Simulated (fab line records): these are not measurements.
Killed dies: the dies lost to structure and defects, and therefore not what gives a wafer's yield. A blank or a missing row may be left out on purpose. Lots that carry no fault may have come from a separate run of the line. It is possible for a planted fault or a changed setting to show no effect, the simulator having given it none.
fab line records -- flow sky130
record lots=12, wafers=35, last_day=50
route steps=708 shown VIA1@480 METAL3@566 VIA3@576 METAL4@598 PAD_OPEN@708
lots with no fault: from the same line, run without faults
start_h: hours from the record's opening day to when the first of the lot's shown wafers began -- wait_h: how many hours have passed since the lot's step before this one -- " same as the row above -- L1.1+2: several wafers, shown together as one row -- - no value, or no start was given -- * or withheld: withheld -- < > ~ a bound
route shown NAME@n: a module of which the file shows steps, and the number in the route of the first -- usual: mean and standard deviation over wafers with no fault -- same: alike in all rows -- chamber/n: place in a boat -- sites: readings site by site -- _std_site: the standard deviation of these -- _edge_site: the outer-site mean with the inner-site mean subtracted -- radius_mm: how far each site lies from the wafer's centre -- mask NAME#n: copy n -- behind: the most recent tool/chamber to have shaped the wafer -- hold: the reason the lot was held/the length of the hold in hours/how it ended -- device: the transistor (n, p or np) that didn't switch -- end of line: tests of these same wafers at the route's end -- where a step has no rows: the recipe by itself -- killed: not the wafer's yield, but the dies lost to structure and defects at the first sort -- map: dies across one wafer; x = killed, . = not, _ = none there
set.NAME: the setting the step ran with; set.NAME@STEP: the setting that earlier step ran with -- model.NAME: the simulator's own value behind a step, which no gauge read
the route's steps for a sample of lots (tables are steps, rows are wafers)
services: a tool's chamber out of use, with start hour (start_h, from the record's first day; less than 0 if before it), hours out, and reason
## steps
# step SKY_VIA1_RS_MEAS_22
# recipe thk_meas_gauge=four-point-probe, reads=W_of_VIA1_CVD_21+TiN_of_VIA1_SPUTTER_20
# usual VIA1_W_RS=0.427/0.004
lot.wafer,tool,chamber,start_h,wait_h,VIA1_W_RS[ohm/sq]
L431.2,film_metro-04,-,808.41,0.1,0.429
L431.3,film_metro-04,-,808.41,0.1,0.429
L431.6,film_metro-04,-,808.41,0.1,0.433
L433.2,film_metro-04,-,832.10,0.1,0.429
L433.3,film_metro-04,-,832.10,0.1,0.431
L433.6,film_metro-04,-,832.10,0.1,0.432
L436.2,film_metro-04,-,858.46,0.1,0.427
L436.5,film_metro-04,-,858.46,0.1,0.422
L436.6,film_metro-04,-,858.46,0.1,0.427
L437.2,film_metro-02,-,871.06,0.1,0.422
L437.5,film_metro-02,-,871.06,0.1,0.423
L437.6,film_metro-02,-,871.06,0.1,0.424
L438.1,film_metro-03,-,875.73,0.1,0.425
L438.5,film_metro-03,-,875.73,0.1,0.426
L438.6,film_metro-03,-,875.73,0.1,0.425
L439.1,film_metro-04,-,883.98,0.1,0.434
L439.3,film_metro-04,-,883.98,0.1,0.424
L439.5,film_metro-04,-,883.98,0.1,0.431
L440.1,film_metro-03,-,888.04,0.1,0.424
L440.4,film_metro-03,-,888.04,0.1,0.420
L440.6,film_metro-03,-,888.04,0.1,0.418
L445.1,film_metro-02,-,929.49,0.1,0.431
L445.3,film_metro-02,-,929.49,0.1,0.434
L445.6,film_metro-02,-,929.49,0.1,0.435
L442.2,film_metro-02,-,929.96,0.1,0.428
L442.3,film_metro-02,-,929.96,0.1,0.425
L442.6,film_metro-02,-,929.96,0.1,0.429
L446.2,film_metro-02,-,937.97,0.1,0.419
L446.6,film_metro-02,-,937.97,0.1,0.424
L451.1,film_metro-04,-,975.14,0.1,0.420
L451.5,film_metro-04,-,975.14,0.1,0.427
L451.6,film_metro-04,-,975.14,0.1,0.420
L452.1,film_metro-03,-,978.64,0.1,0.424
L452.4,film_metro-03,-,978.64,0.1,0.428
L452.6,film_metro-03,-,978.64,0.1,0.427
# step SKY_METAL3_ETCH_16
# recipe chemistry=N2/H2, target=BARC, ion_energy_ev=200, bias_w=100, pressure_mtorr=30, n2_flow_sccm=100, h2_flow_sccm=200, icp_w=500, stop_on=SiO2, time_s=88.2, target_depth_a=600
# usual drypump_motor_current_A=5.7/0.45, h2_flow_sccm=199.9/0.54, oes_product_au=0.625/0.0039, run_length_s=116.4/0.4, throttle_valve_pct=13.206/0.0091
lot.wafer,tool,chamber,start_h,wait_h,drypump_motor_current_A,h2_flow_sccm,oes_product_au,rf_hours_counter_h,run_length_s,throttle_valve_pct
L431.2,rie_metal-01,1,917.94,0.0,5.2,199.8,0.624,8,116.1,13.207
L431.3,rie_metal-01,1,917.94,0.0,5.2,199.2,0.624,-,116.1,13.221
L431.6,rie_metal-01,1,917.94,0.0,5.2,200.3,0.627,-,116.1,13.217
L433.2,rie_metal-03,1,938.99,0.0,5.2,200.6,0.622,5,116.5,13.188
L433.3,rie_metal-03,0,938.99,0.0,6.0,199.8,0.623,-,116.4,13.195
L433.6,rie_metal-03,0,938.99,0.0,6.0,199.6,0.630,-,116.2,13.224
L436.2,rie_metal-04,0,964.74,0.0,6.0,200.0,0.625,17,115.8,13.196
L436.5,rie_metal-04,1,964.74,0.0,5.5,201.0,0.623,-,116.3,13.220
L436.6,rie_metal-04,0,964.74,0.0,6.0,199.9,0.631,-,115.9,13.194
L437.2,rie_metal-04,0,976.18,0.0,6.1,200.6,0.625,18,116.2,13.222
L437.5,rie_metal-04,1,976.18,0.0,5.6,200.3,0.622,-,116.4,13.208
L437.6,rie_metal-04,0,976.18,0.0,6.0,199.6,0.630,-,116.5,13.205
L438.1,rie_metal-01,0,980.64,0.0,6.3,199.4,0.626,8,117.0,13.196
L438.5,rie_metal-01,0,980.64,0.0,6.3,199.8,0.630,-,116.5,13.202
L438.6,rie_metal-01,1,980.64,0.0,5.2,199.4,0.620,-,115.7,13.200
L439.1,rie_metal-01,0,986.99,0.0,6.3,199.9,0.625,9,116.9,13.215
L439.3,rie_metal-01,1,986.99,0.0,5.2,199.9,0.626,-,116.2,13.202
L439.5,rie_metal-01,0,986.99,0.0,6.3,200.4,0.627,-,117.0,13.215
L440.1,rie_metal-03,1,990.99,0.0,5.2,200.5,0.628,7,116.7,13.202
L440.4,rie_metal-03,0,990.99,0.0,6.0,199.8,0.631,-,116.6,13.192
L440.6,rie_metal-03,1,990.99,0.0,5.2,200.0,0.627,-,116.7,13.196
L442.2,rie_metal-04,0,1031.64,0.0,6.1,201.1,0.626,20,116.1,13.206
L442.3,rie_metal-04,0,1031.64,0.0,6.1,199.8,0.625,-,115.9,13.211
L442.6,rie_metal-04,0,1031.64,0.0,6.1,199.7,0.622,-,115.9,13.222
L445.1,rie_metal-04,1,1032.20,0.0,5.5,200.4,0.623,15,116.2,13.194
L445.3,rie_metal-04,0,1032.20,0.0,6.0,199.7,0.627,-,116.0,13.206
L445.6,rie_metal-04,0,1032.20,0.0,6.1,199.3,0.633,-,115.9,13.204
L446.2,rie_metal-04,0,1037.00,0.0,6.0,199.9,0.631,21,115.9,13.206
L446.6,rie_metal-04,1,1037.00,0.0,5.6,200.3,0.588,-,129.6,13.209
L451.1,rie_metal-01,0,1071.39,0.0,6.3,199.7,0.619,14,116.8,13.201
L451.5,rie_metal-01,1,1071.39,0.0,5.2,200.6,0.629,-,116.3,13.208
L451.6,rie_metal-01,0,1071.39,0.0,6.3,199.7,0.627,-,117.3,13.196
L452.1,rie_metal-03,1,1074.74,0.0,5.2,200.5,0.620,12,116.8,13.203
L452.4,rie_metal-03,0,1074.74,0.0,6.0,200.2,0.623,-,116.2,13.201
L452.6,rie_metal-03,0,1074.74,0.0,6.0,199.6,0.615,-,116.0,13.187
# step SKY_VIA3_BOW_MEAS_03
# recipe mode=bow
# usual VIA3_BOW=79/7.7
lot.wafer,tool,chamber,start_h,wait_h,VIA3_BOW[um]
L431.2,film_metro-02,-,919.37,0.2,77
L431.3,film_metro-02,-,919.37,0.2,71
L431.6,film_metro-02,-,919.37,0.2,83
L433.2,film_metro-02,-,940.89,0.2,78
L433.3,film_metro-02,-,940.89,0.2,84
L433.6,film_metro-02,-,940.89,0.2,71
L436.2,film_metro-03,-,966.22,0.3,78
L436.5,film_metro-03,-,966.22,0.3,91
L436.6,film_metro-03,-,966.22,0.3,71
L437.2,film_metro-03,-,977.65,0.2,64
L437.5,film_metro-03,-,977.65,0.2,85
L437.6,film_metro-03,-,977.65,0.2,94
L438.1,film_metro-02,-,982.06,0.1,85
L438.5,film_metro-02,-,982.06,0.1,90
L438.6,film_metro-02,-,982.06,0.1,75
L439.1,film_metro-02,-,988.41,0.1,75
L439.3,film_metro-02,-,988.41,0.1,72
L439.5,film_metro-02,-,988.41,0.1,73
L440.1,film_metro-02,-,992.90,0.2,84
L440.4,film_metro-02,-,992.90,0.2,88
L440.6,film_metro-02,-,992.90,0.2,61
L442.2,film_metro-02,-,1033.09,0.2,83
L442.3,film_metro-02,-,1033.09,0.2,79
L442.6,film_metro-02,-,1033.09,0.2,83
L445.1,film_metro-04,-,1033.68,0.2,86
L445.3,film_metro-04,-,1033.68,0.2,84
L445.6,film_metro-04,-,1033.68,0.2,83
L446.2,film_metro-04,-,1038.44,0.3,81
L446.6,film_metro-04,-,1038.44,0.3,85
L451.1,film_metro-02,-,1072.81,0.2,78
L451.5,film_metro-02,-,1072.81,0.2,74
L451.6,film_metro-02,-,1072.81,0.2,81
L452.1,film_metro-03,-,1076.16,0.1,80
L452.4,film_metro-03,-,1076.16,0.1,96
L452.6,film_metro-03,-,1076.16,0.1,87
# step SKY_METAL4_SPUTTER_00
# recipe material=Ti, target_thk_nm=15, power_w=3000, time_s=10, chamber_pressure_pa=0.4
# usual throttle_valve_pct=30.0/1.2
lot.wafer,tool,chamber,start_h,wait_h,throttle_valve_pct
L431.2,pvd_sputter-02,-,946.14,0.2,31.8
L431.3,pvd_sputter-02,-,946.14,0.2,28.4
L431.6,pvd_sputter-02,-,946.14,0.2,28.6
L433.2,pvd_sputter-03,-,966.74,0.2,29.4
L433.3,pvd_sputter-03,-,966.74,0.2,29.5
L433.6,pvd_sputter-03,-,966.74,0.2,30.7
L436.2,pvd_sputter-03,-,991.94,0.1,29.3
L436.5,pvd_sputter-03,-,991.94,0.1,30.8
L436.6,pvd_sputter-03,-,991.94,0.1,29.6
L437.2,pvd_sputter-01,-,1002.98,0.1,28.5
L437.5,pvd_sputter-01,-,1002.98,0.1,30.4
L437.6,pvd_sputter-01,-,1002.98,0.1,28.5
L438.1,pvd_sputter-02,-,1007.45,0.1,28.4
L438.5,pvd_sputter-02,-,1007.45,0.1,30.2
L438.6,pvd_sputter-02,-,1007.45,0.1,28.3
L439.1,pvd_sputter-02,-,1013.89,0.1,30.6
L439.3,pvd_sputter-02,-,1013.89,0.1,31.5
L439.5,pvd_sputter-02,-,1013.89,0.1,29.2
L440.1,pvd_sputter-02,-,1017.77,0.2,31.6
L440.4,pvd_sputter-02,-,1017.77,0.2,28.4
L440.6,pvd_sputter-02,-,1017.77,0.2,28.3
L442.2,pvd_sputter-03,-,1055.92,0.1,30.7
L442.3,pvd_sputter-03,-,1055.92,0.1,29.6
L442.6,pvd_sputter-03,-,1055.92,0.1,30.8
L445.1,pvd_sputter-03,-,1056.62,0.1,29.2
L445.3,pvd_sputter-03,-,1056.62,0.1,30.9
L445.6,pvd_sputter-03,-,1056.62,0.1,30.9
L446.2,pvd_sputter-01,-,1062.48,0.2,32.7
L446.6,pvd_sputter-01,-,1062.48,0.2,29.8
L451.1,pvd_sputter-02,-,1094.23,0.2,31.3
L451.5,pvd_sputter-02,-,1094.23,0.2,30.2
L451.6,pvd_sputter-02,-,1094.23,0.2,29.3
L452.1,pvd_sputter-02,-,1098.36,0.1,28.2
L452.4,pvd_sputter-02,-,1098.36,0.1,29.5
L452.6,pvd_sputter-02,-,1098.36,0.1,31.8
# step SKY_PAD_OPEN_PROBE_99
# usual defect_limited_yield=82.5/1.8, killed_at_M0_to_M3=43/6.6, killed_at_M4_up=3.2/1.8, killed_at_contacts=24/5, killed_at_front_end=15/4.5, killed_at_other=0.2/0.46, killed_dies=86/8.8, killed_open=48/6.6, killed_short=38/6.1, sort_bin_3_pad_short=0.8/0.42, sort_bin_5_function=10.4/1.4, sort_bin_6_memory=6.3/1, sort_n_pass=406/8.8, sort_yield_pct=82.5/1.8
# same gross_dies=492, killed_at_back_side=0, sort_bin_4_leakage[%]=0, sort_bin_8_speed[%]=0
lot.wafer,tool,chamber,start_h,wait_h,defect_limited_yield[%],killed_at_M0_to_M3,killed_at_M4_up,killed_at_contacts,killed_at_front_end,killed_at_other,killed_dies,killed_open,killed_short,sort_bin_3_pad_short[%],sort_bin_5_function[%],sort_bin_6_memory[%],sort_n_pass,sort_yield_pct[%]
L431.2,prober-02,-,1090.66,0.1,82.9,43,5,16,20,0,84,43,41,0.8,11.0,5.3,408,82.9
L431.3,prober-02,-,1090.71,0.2,83.5,36,2,19,24,0,81,55,26,1.4,8.3,6.7,411,83.5
L431.6,prober-02,-,1090.86,0.2,81.3,43,2,24,23,0,92,58,34,1.2,10.8,6.7,400,81.3
L433.2,prober-02,-,1107.75,0.1,83.9,35,3,23,17,1,79,46,33,0,11.2,4.9,413,83.9
L433.3,prober-02,-,1107.80,0.2,82.3,38,4,19,26,0,87,50,37,0.6,10.6,6.5,405,82.3
L433.6,prober-02,-,1107.95,0.2,81.9,45,3,28,13,0,89,51,38,1.2,11.0,5.9,403,81.9
L440.1,prober-02,-,1148.80,0.1,82.1,52,3,20,13,0,88,44,44,0.8,11.0,6.1,404,82.1
L440.4,prober-02,-,1148.95,0.2,80.9,41,1,24,28,0,94,46,48,0.6,11.0,7.5,398,80.9
L440.6,prober-02,-,1149.05,0.2,86.8,34,6,14,11,0,65,38,27,0.8,6.3,6.1,427,86.8
L442.2,prober-01,-,1178.53,0.1,81.9,53,4,17,14,1,89,42,47,1.0,10.2,6.9,403,81.9
L442.3,prober-01,-,1178.58,0.2,80.3,45,5,31,16,0,97,62,35,1.0,10.4,8.3,395,80.3
L442.6,prober-01,-,1178.73,0.2,80.5,48,3,30,14,1,96,56,40,1.2,10.4,7.9,396,80.5
L445.1,prober-02,-,1180.43,0.1,83.7,46,3,22,9,0,80,46,34,0.4,10.2,5.7,412,83.7
L445.3,prober-02,-,1180.53,0.2,81.7,53,4,19,14,0,90,48,42,1.2,12.4,4.7,402,81.7
L445.6,prober-02,-,1180.68,0.2,84.3,42,1,24,9,1,77,46,31,0.8,9.6,5.3,415,84.3
# killed by level:class
L431.2 VIA1:geometric_particle:open=12 METAL1:geometric_particle:short=8 VIA2:geometric_particle:open=8 FIELD_ISO:geometric_particle:open=6 FIELD_ISO:geometric_particle:short=6 CONTACT:geometric_particle:open=5 METAL2:geometric_particle:short=5 METAL4:geometric_particle:short=5
L431.3 VIA2:geometric_particle:open=12 POLY_GATE:geometric_particle:open=10 VIA3:geometric_particle:open=6 LI_CONTACT:geometric_particle:open=6 CONTACT:geometric_particle:open=6 VIA1:geometric_particle:open=6 POLY_GATE:geometric_particle:short=4 LOCAL_INTERCONNECT:geometric_particle:short=4
L431.6 VIA1:geometric_particle:open=15 CONTACT:geometric_particle:open=11 VIA2:geometric_particle:open=11 POLY_GATE:geometric_particle:short=10 FIELD_ISO:geometric_particle:open=5 METAL2:geometric_particle:short=5 LI_CONTACT:geometric_particle:open=4 POLY_GATE:geometric_particle:open=3
L433.2 VIA1:geometric_particle:open=13 CONTACT:geometric_particle:open=7 POLY_GATE:geometric_particle:open=6 VIA2:geometric_particle:short=6 POLY_GATE:geometric_particle:short=5 VIA3:geometric_particle:open=5 LI_CONTACT:geometric_particle:open=4 LI_CONTACT:geometric_particle:short=4
L433.3 FIELD_ISO:geometric_particle:open=8 VIA1:geometric_particle:open=8 METAL2:geometric_particle:short=7 VIA2:geometric_particle:open=7 LI_CONTACT:geometric_particle:open=5 FIELD_ISO:geometric_particle:short=4 POLY_GATE:geometric_particle:short=4 LI_CONTACT:geometric_particle:short=4
L433.6 VIA1:geometric_particle:open=12 LI_CONTACT:geometric_particle:open=8 CONTACT:geometric_particle:open=8 VIA2:geometric_particle:open=6 VIA1:geometric_particle:short=6 CONTACT:geometric_particle:short=5 VIA3:geometric_particle:open=5 FIELD_ISO:geometric_particle:open=4
L440.1 VIA1:geometric_particle:open=12 METAL1:geometric_particle:short=10 VIA2:geometric_particle:open=9 CONTACT:geometric_particle:open=7 METAL2:geometric_particle:short=7 CONTACT:geometric_particle:short=5 POLY_GATE:geometric_particle:open=4 VIA1:geometric_particle:short=4
L440.4 CONTACT:geometric_particle:open=11 FIELD_ISO:geometric_particle:open=9 POLY_GATE:geometric_particle:short=9 VIA3:geometric_particle:short=8 VIA1:geometric_particle:open=8 CONTACT:geometric_particle:short=6 LI_CONTACT:geometric_particle:open=4 METAL1:geometric_particle:short=4
L440.6 VIA1:geometric_particle:open=7 CONTACT:geometric_particle:open=7 VIA3:geometric_particle:open=6 VIA2:geometric_particle:open=6 METAL4:geometric_particle:short=5 METAL1:geometric_particle:short=5 FIELD_ISO:geometric_particle:open=4 LOCAL_INTERCONNECT:geometric_particle:short=3
L442.2 VIA1:geometric_particle:open=9 METAL2:geometric_particle:short=8 VIA3:geometric_particle:open=8 VIA1:geometric_particle:short=7 CONTACT:geometric_particle:open=6 CONTACT:geometric_particle:short=6 VIA2:geometric_particle:open=5 FIELD_ISO:geometric_particle:short=4
L442.3 CONTACT:geometric_particle:open=13 VIA1:geometric_particle:open=12 LI_CONTACT:geometric_particle:open=9 METAL2:geometric_particle:short=6 VIA2:geometric_particle:open=6 FIELD_ISO:geometric_particle:short=5 VIA3:geometric_particle:open=5 CONTACT:geometric_particle:short=4
L442.6 CONTACT:geometric_particle:open=12 LI_CONTACT:geometric_particle:open=11 METAL2:geometric_particle:short=9 VIA1:geometric_particle:open=9 VIA2:geometric_particle:open=8 METAL1:geometric_particle:short=5 VIA2:geometric_particle:short=5 FIELD_ISO:geometric_particle:short=4
L445.1 VIA1:geometric_particle:open=13 CONTACT:geometric_particle:open=8 VIA2:geometric_particle:open=7 FIELD_ISO:geometric_particle:open=6 LI_CONTACT:geometric_particle:open=6 VIA2:geometric_particle:short=6 METAL2:geometric_particle:short=5 CONTACT:geometric_particle:short=4
L445.3 VIA3:geometric_particle:open=14 VIA1:geometric_particle:open=10 CONTACT:geometric_particle:open=9 FIELD_ISO:geometric_particle:short=7 METAL2:geometric_particle:short=7 VIA1:geometric_particle:short=5 LI_CONTACT:geometric_particle:open=4 METAL3:geometric_particle:short=4
L445.6 VIA1:geometric_particle:open=12 CONTACT:geometric_particle:open=9 VIA3:geometric_particle:open=7 METAL1:geometric_particle:short=5 LI_CONTACT:geometric_particle:open=5 LOCAL_INTERCONNECT:geometric_particle:short=4 CONTACT:geometric_particle:short=4 VIA1:geometric_particle:short=4
## services
tool,chamber,start_h,hours,kind
rie_metal-03,-,957.29,10.0,pm
pvd_sputter-02,-,974.43,3.5,repair
pvd_sputter-03,-,977.65,3.0,repair
pvd_sputter-02,-,980.73,1.7,repair
rie_metal-04,-,989.88,2.2,repair
pvd_sputter-02,-,1018.61,3.8,repair
rie_metal-03,-,1042.06,2.8,pm
rie_metal-04,0,1048.29,6.2,repair
rie_metal-04,-,1091.96,2.8,pm
## key
first_sign step=SKY_METAL3_ETCH_16, reading=run_length_s, direction=up, sigmas=33, usual=*, struck=*
effect step=SKY_METAL3_ETCH_16, reading=oes_product_au, direction=down, sigmas=9.5, usual=0.625, struck=0.588
met_at SKY_METAL3_ETCH_16
struck_lots L446
struck_wafers L446.6
not_acting_at SKY_VIA1_RS_MEAS_22,SKY_VIA3_BOW_MEAS_03,SKY_METAL4_SPUTTER_00
onset_between 1032.20 1037.00
fault kind=process_parameter_drift, tool=rie_metal-04, chamber=-, onset_h=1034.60, steps=SKY_METAL3_ETCH_16, channel=time_s, offset=*, shape=step, end_h=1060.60, scope=struck_wafers_only, acts_in=*, stated=*
